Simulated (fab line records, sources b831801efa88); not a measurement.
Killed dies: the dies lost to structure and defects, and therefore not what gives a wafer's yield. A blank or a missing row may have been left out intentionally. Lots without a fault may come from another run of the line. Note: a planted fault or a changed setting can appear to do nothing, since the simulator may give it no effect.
Which tool is to blame? :: flow sfq_line :: 7 lots with 21 wafers sampled at 2 steps, on a route of 325 steps

## WHAT THE GAUGES READ, wafer by wafer
SFQ_I3_BOW_MEAS_922.
lot: L387
measured: day 29 00:12
on: film_metro-04
I3_BOW (um): 5 6 2

lot: L389
measured: day 29 09:07
on: film_metro-04
I3_BOW (um): -2 -3 -13

lot: L392
measured: day 33 18:07
on: film_metro-01
I3_BOW (um): 1 12 5

lot: L396
measured: day 34 23:35
on: film_metro-02
I3_BOW (um): 9 10 7

lot: L398
measured: day 35 18:13
on: film_metro-02
I3_BOW (um): 0 0 10

lot: L407
measured: day 38 12:38
on: film_metro-04
I3_BOW (um): -1 -9 5

lot: L409
measured: day 38 18:40
on: film_metro-01
I3_BOW (um): -2 4 8

## WHAT TOOL EACH LOT RAN ON (gives the tool, then ch and the chambers of the sampled wafers, and finally the start)
lot: L387
SFQ_TRILAYER_M3_STRIP_STRIP_079: rie_metal-01 ch 0,1, day 28 17:53

lot: L389
SFQ_TRILAYER_M3_STRIP_STRIP_079: rie_metal-02 ch 0,1, day 29 01:05

lot: L392
SFQ_TRILAYER_M3_STRIP_STRIP_079: rie_metal-03 ch 1, day 32 22:35

lot: L396
SFQ_TRILAYER_M3_STRIP_STRIP_079: rie_metal-02 ch 0,1, day 34 07:40

lot: L398
SFQ_TRILAYER_M3_STRIP_STRIP_079: rie_metal-02 ch 0,1, day 35 03:03

lot: L407
SFQ_TRILAYER_M3_STRIP_STRIP_079: rie_metal-01 ch 0,1, day 37 19:02

lot: L409
SFQ_TRILAYER_M3_STRIP_STRIP_079: rie_metal-01 ch 0,1, day 38 02:14
- SFQ_TRILAYER_M3_STRIP_STRIP_079: strips in O2.

## THE ANSWER, worked out from the rows above alone
Rule: usual is defined by the lots themselves. The widest of any qualifying gaps counts: lots, ordered by their means at a reading, are off when they make up no more than a third of the lots, leave a main group of 4 or more, and stand apart from it by 3 or more times the standard deviation of that group's means. If all means in a main group match to the digits the tables above print for the reading, that group is not used. A lot without any number at a reading at which 4 lots or more have one is off too. The other lots that the step has rows for count as sound.
Nothing can be told from this: no lot is off at any reading shown.

## WHAT HAD BEEN PUT IN BY THE SIMULATOR
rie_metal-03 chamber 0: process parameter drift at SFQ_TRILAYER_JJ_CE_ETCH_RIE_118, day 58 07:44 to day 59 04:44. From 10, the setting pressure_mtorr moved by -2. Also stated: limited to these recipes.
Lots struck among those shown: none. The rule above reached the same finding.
